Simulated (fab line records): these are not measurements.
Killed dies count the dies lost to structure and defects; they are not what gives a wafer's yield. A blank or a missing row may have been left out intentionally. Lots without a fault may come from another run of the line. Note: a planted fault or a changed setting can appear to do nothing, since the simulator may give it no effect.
Which tool was responsible? ; flow sky130 ; 33 wafers from 11 lots sampled at 6 of the route's 708 steps

## WHAT EACH GAUGE READ, for each wafer
SKY_VIA3_RS_MEAS_22: uses a four-point probe to measure.
lot;measured;on;VIA3_W_RS (ohm/sq)
L352;day 40 15:56;film_metro-03;0.294 0.286 0.294
L357;day 43 12:25;film_metro-01;0.296 0.282 0.286
L355;day 43 12:46;film_metro-04;0.286 0.286 0.293
L359;day 43 14:58;film_metro-01;0.298 0.287 0.285
L360;day 43 17:25;film_metro-01;0.297 0.294 0.299
L358;day 43 18:20;film_metro-01;0.470 0.428 0.420
L362;day 43 19:22;film_metro-03;0.290 0.292 0.286
L361;day 43 20:00;film_metro-04;0.434 0.476 0.429
L364;day 43 20:21;film_metro-04;0.422 0.444 0.420
L365;day 44 07:25;film_metro-03;0.296 0.299 0.288
L371;day 46 11:59;film_metro-03;0.297 0.291 0.293

SKY_VIA3_THK_MEAS_23: measures by xrf.
lot;measured;on;VIA3_W_THK (nm)
L352;day 40 16:02;film_metro-03;379 389 385
L357;day 43 12:32;film_metro-01;384 402 396
L355;day 43 12:53;film_metro-04;397 398 392
L359;day 43 15:04;film_metro-01;383 395 396
L360;day 43 17:31;film_metro-01;384 385 378
L358;day 43 18:28;film_metro-01;284 307 309
L362;day 43 19:28;film_metro-03;389 388 394
L361;day 43 20:07;film_metro-04;305 283 304
L364;day 43 20:28;film_metro-04;307 297 309
L365;day 44 07:31;film_metro-03;378 377 387
L371;day 46 12:07;film_metro-03;382 390 386

SKY_CAP2M_RS_MEAS_03: uses a four-point probe to measure.
lot;measured;on;CAP2M_TIN_RS (ohm/sq)
L352;day 40 17:51;film_metro-04;6.81 6.76 6.86
L357;day 43 13:16;film_metro-02;6.82 6.82 6.89
L355;day 43 13:36;film_metro-03;6.92 6.74 6.89
L359;day 43 15:49;film_metro-03;6.79 6.94 6.98
L360;day 43 18:15;film_metro-02;6.88 6.76 6.84
L358;day 43 19:10;film_metro-02;6.82 6.89 6.91
L362;day 43 20:11;film_metro-03;6.80 6.97 6.91
L361;day 43 20:49;film_metro-02;6.77 6.85 6.77
L364;day 43 21:10;film_metro-02;6.98 6.80 6.88
L365;day 44 08:14;film_metro-02;6.84 6.80 6.80
L371;day 46 12:49;film_metro-04;6.74 6.74 6.79

SKY_CAP2M_THK_MEAS_04: measures by xrf.
lot;measured;on;CAP2M_TIN_THK (nm)
L352;day 40 17:57;film_metro-04;203.5 204.9 202.4
L357;day 43 13:23;film_metro-02;205.0 204.5 202.1
L355;day 43 13:43;film_metro-03;202.2 207.2 203.2
L359;day 43 15:55;film_metro-03;205.3 201.5 200.1
L360;day 43 18:21;film_metro-02;202.6 207.0 203.9
L358;day 43 19:17;film_metro-02;204.9 203.1 201.2
L362;day 43 20:18;film_metro-03;204.4 200.7 202.5
L361;day 43 20:56;film_metro-02;206.4 202.7 206.0
L364;day 43 21:17;film_metro-02;200.5 205.7 201.5
L365;day 44 08:20;film_metro-02;204.8 205.7 205.5
L371;day 46 12:56;film_metro-04;205.7 206.4 203.7

## WHAT TOOL EACH LOT RAN ON (gives the tool, then ch and the chambers of the sampled wafers, and finally the start)
lot;SKY_VIA3_SPUTTER_20;SKY_VIA3_CVD_21
L352;pvd_sputter-03, day 40 15:43;cvd_w-01 ch 0,1, day 40 15:49
L357;pvd_sputter-02, day 43 12:14;cvd_w-02 ch 0,1, day 43 12:18
L355;pvd_sputter-04, day 43 12:35;cvd_w-01 ch 0, day 43 12:39
L359;pvd_sputter-03, day 43 14:44;cvd_w-02 ch 0,1, day 43 14:50
L360;pvd_sputter-02, day 43 17:11;cvd_w-01 ch 0,1, day 43 17:17
L358;pvd_sputter-02, day 43 18:10;cvd_w-02 ch 0,1, day 43 18:13
L362;pvd_sputter-02, day 43 19:10;cvd_w-01 ch 0,1, day 43 19:13
L361;pvd_sputter-02, day 43 19:49;cvd_w-02 ch 0,1, day 43 19:52
L364;pvd_sputter-02, day 43 20:10;cvd_w-02 ch 0,1, day 43 20:13
L365;pvd_sputter-04, day 44 07:12;cvd_w-01 ch 0,1, day 44 07:16
L371;pvd_sputter-04, day 46 11:48;cvd_w-01 ch 0,1, day 46 11:52
- SKY_VIA3_SPUTTER_20: material TiN, target thk 20 nm, time 80 s.
- SKY_VIA3_CVD_21: deposits W, target thk 390 nm, time 117.31 s.

## AS READ BY THE TOOLS THEMSELVES (means over the sampled wafers that have a number; for cases with no such wafer, the mark the record gives instead)
SKY_VIA3_SPUTTER_20.
lot;tool;throttle_valve_pct (%)
L352;pvd_sputter-03;30.7
L357;pvd_sputter-02;28.3
L355;pvd_sputter-04;30.3
L359;pvd_sputter-03;31.0
L360;pvd_sputter-02;28.8
L358;pvd_sputter-02;28.7
L362;pvd_sputter-02;28.9
L361;pvd_sputter-02;29.2
L364;pvd_sputter-02;29.2
L365;pvd_sputter-04;30.2
L371;pvd_sputter-04;30.4

SKY_VIA3_CVD_21.
lot;tool;heater_power_w (W)
L352;cvd_w-01;821
L357;cvd_w-02;811
L355;cvd_w-01;782
L359;cvd_w-02;823
L360;cvd_w-01;836
L358;cvd_w-02;800
L362;cvd_w-01;805
L361;cvd_w-02;811
L364;cvd_w-02;811
L365;cvd_w-01;830
L371;cvd_w-01;802

## THE ANSWER, worked out from the rows above alone
Rule: the usual values come from the lots themselves. Put in order of their means at a reading, lots are off if they are a third of the lots or fewer, leave a main group of 4 or more, and stand apart from it by a gap of 3 or more times the standard deviation of the main group's means; of several such gaps the widest counts. Not used: any main group whose means are identical at the precision the tables above print for the reading. Also off: a lot with no number at a reading for which 4 or more lots have one. Where the step has rows for the other lots, those lots are counted as sound. Order of review: gauges by route order, followed by the tools' own readings, for which a lot's mean as printed above is used. At the first step where some lot is off, the reading lying furthest off is the one used; lots without a number count as furthest.
Off: at SKY_VIA3_RS_MEAS_22 (VIA3_W_RS), L358, L361, L364. Mean 0.291 ohm/sq and standard deviation 0.0029 in the main group.
If a tool, at a process step before that reading, ran all the lots that are off and no sound lot after the first of them, it fits. Gauges at SKY_VIA3_RS_MEAS_22: tried the same way as those tools. One candidate fits, namely cvd_w-02 at SKY_VIA3_CVD_21. A fault onset in the window from L359 (day 43 14:50, its last sound lot) to L358 (day 43 18:13, its first lot off) fits.

## WHAT THE SIMULATOR HAD PUT IN
Site profile drift: cvd_w-02, from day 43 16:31 on, at SKY_VIA3_CVD_21. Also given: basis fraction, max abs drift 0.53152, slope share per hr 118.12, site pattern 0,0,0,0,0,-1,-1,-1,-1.
Lots struck among those shown: L358, L361, L364. The rule above found the same.
